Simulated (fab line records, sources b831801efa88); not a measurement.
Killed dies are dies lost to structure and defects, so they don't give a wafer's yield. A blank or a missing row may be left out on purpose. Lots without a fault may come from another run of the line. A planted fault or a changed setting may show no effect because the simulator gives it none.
A struck lot beside a sound one | flow gf180mcu | 33 steps out of a route of 602
Sound: wafers L394.2, L394.3, L394.4. Struck: wafers L405.1, L405.3, L405.6. The cause comes at the end.
At each step with rows: each side's tool, then ch and its chambers, then its first start. Under that, the readings that differ: sound wafers | struck wafers | difference of the means | sigmas: that difference in standard deviations of wafers without a fault.
alike: readings whose means differ by less than 2 such deviations, and words and numbers that are the same on both sides. not compared: withheld readings, readings that some wafer has no value for, bounds like >300 that may hide the same value, and numbers for which the record gives no deviation and whose values overlap.
The two part at a step that has a row with sigmas, a row that says differs or no value, or rows on one side only. Numbers that don't overlap but have no deviation are shown without sigmas and don't part them. A reading that every wafer of one side lacks parts them only if that side has two wafers or more.

first, 1 step without rows for these wafers: GF_HV_LDD_CVD_56 (deposits Si3N4 from DCS/NH3, target thk 90 nm, time 1543 s).
GF_HV_LDD_THK_MEAS_57:
  sound on film_metro-03, day 16 04:14; struck on film_metro-04, day 20 00:34
  alike: HV_LDD_CVD_56_THK
GF_HV_LDD_ETCHBACK_58: etches Si3N4 in CH3F/O2, stops on SiO2, time 100 s, target depth 90 nm.
  sound on rie_diel-01 ch 0,1,2, day 16 04:17; struck on rie_diel-04 ch 0,1,3, day 20 00:38
  alike: chamber_pressure_mTorr, drypump_motor_current_A, oes_product_au, throttle_valve_pct
  not compared: rf_hours_counter_h
then, 7 steps without rows for these wafers: GF_NSD_DEHYDRATE_00 (time 60 s); GF_NSD_HMDS_01 (prime time 60 s); GF_NSD_COAT_02 (resist thk 1000 nm); GF_NSD_SOFTBAKE_03 (time 60 s); GF_NSD_EXPOSE_04 (exposes mask Nplus, target cd 400 nm); GF_NSD_PEB_05; GF_NSD_DEVELOP_06 (develop time 60 s).
GF_NSD_CD_MEAS_07: target cd 400 nm.
  sound on cd_sem-02, day 17 02:20; struck on cd_sem-02, day 21 00:25
  alike: cd_nm
GF_NSD_OVL_MEAS_08:
  sound on overlay-02, day 17 02:27; struck on overlay-02, day 21 00:32
  alike: NSD_OVL
GF_NSD_IMPLANT_09:
  sound on implanter-04 ch 0, day 17 02:30; struck on implanter-02 ch 0, day 21 00:34
  reading                   | sound                | struck               | difference | sigmas
  beam_energy_keV           | 59.997 59.998 60.004 | 58.693 58.715 58.699 | -1.297     | -65
  model.implant.drp_nm (nm) | 16.15 16.15 16.15    | 15.89 15.89 15.89    | -0.26      |
  alike: dose_ions_cm2
then, 1 step without rows for these wafers: GF_NSD_IMPLANT_10.
GF_NSD_STRIP_11: strips in O2/N2.
  sound on plasma_asher-04 ch 0,1, day 17 02:47; struck on plasma_asher-04 ch 0,1, day 21 00:52
  alike: chamber_pressure_mTorr, drypump_motor_current_A, heater_power_w, oes_product_au, strip_time_to_endpoint_s
  not compared: rf_hours_counter_h
GF_NSD_TW_MEAS_12:
  sound on film_metro-02, day 17 02:53; struck on film_metro-02, day 21 00:58
  alike: NSD_TW
then, 7 steps without rows for these wafers: GF_PSD_DEHYDRATE_00 (time 60 s); GF_PSD_HMDS_01 (prime time 60 s); GF_PSD_COAT_02 (resist thk 1000 nm); GF_PSD_SOFTBAKE_03 (time 60 s); GF_PSD_EXPOSE_04 (exposes mask Pplus, target cd 400 nm); GF_PSD_PEB_05; GF_PSD_DEVELOP_06 (develop time 60 s).
GF_PSD_CD_MEAS_07: target cd 400 nm.
  sound on cd_sem-01, day 18 01:38; struck on cd_sem-02, day 21 23:58
  alike: cd_nm
GF_PSD_OVL_MEAS_08:
  sound on overlay-01, day 18 01:45; struck on overlay-01, day 22 00:05
  alike: PSD_OVL
then, 1 step without rows for these wafers: GF_PSD_IMPLANT_09.
GF_PSD_STRIP_10: strips in O2/N2.
  sound on plasma_asher-02 ch 0,1, day 18 01:56; struck on plasma_asher-01 ch 0,1, day 22 00:17
  alike: chamber_pressure_mTorr, drypump_motor_current_A, heater_power_w, oes_product_au, strip_time_to_endpoint_s
  not compared: rf_hours_counter_h
GF_PSD_TW_MEAS_11:
  sound on film_metro-01, day 18 02:02; struck on film_metro-04, day 22 00:23
  alike: PSD_TW
then, 1 step without rows for these wafers: GF_PSD_CLEAN_12 (cleans in SC1/SC2, time 150 s).
GF_PSD_RTA_13: time 20 s.
  sound on rtp_anneal-01 ch 0, day 18 02:09; struck on rtp_anneal-02 ch 0, day 22 00:29
  reading            | sound          | struck         | difference | sigmas
  lamp_power_pct (%) | 34.8 34.9 34.8 | 35.5 35.6 35.5 | +0.7       | +2
  alike: anneal_temp_c_max, wafer_temp_C_max
GF_PSD_RS_MEAS_14: measures by four-point-probe.
  sound on film_metro-02, day 18 02:14; struck on film_metro-02, day 22 00:34
  reading         | sound             | struck            | difference | sigmas
  NSD_RS (ohm/sq) | 46.35 46.28 46.21 | 46.50 46.51 46.62 | +0.26      | +3
GF_PSD_RS_MEAS_15: measures by four-point-probe.
  sound on film_metro-02, day 18 02:22; struck on film_metro-02, day 22 00:41
  alike: PSD_RS
then, 1 step without rows for these wafers: GF_PASSIVATION_PROBE_99.

WHERE THEY PART
First at GF_NSD_IMPLANT_09; last, within this record, at GF_PSD_RS_MEAS_14. Later steps at which nothing parts them and some readings are alike: GF_PSD_RS_MEAS_15.

WHY: what the simulator had put in
Process parameter drift: implanter-02, from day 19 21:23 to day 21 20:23, at GF_NSD_IMPLANT_09. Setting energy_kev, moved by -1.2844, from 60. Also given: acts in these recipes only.
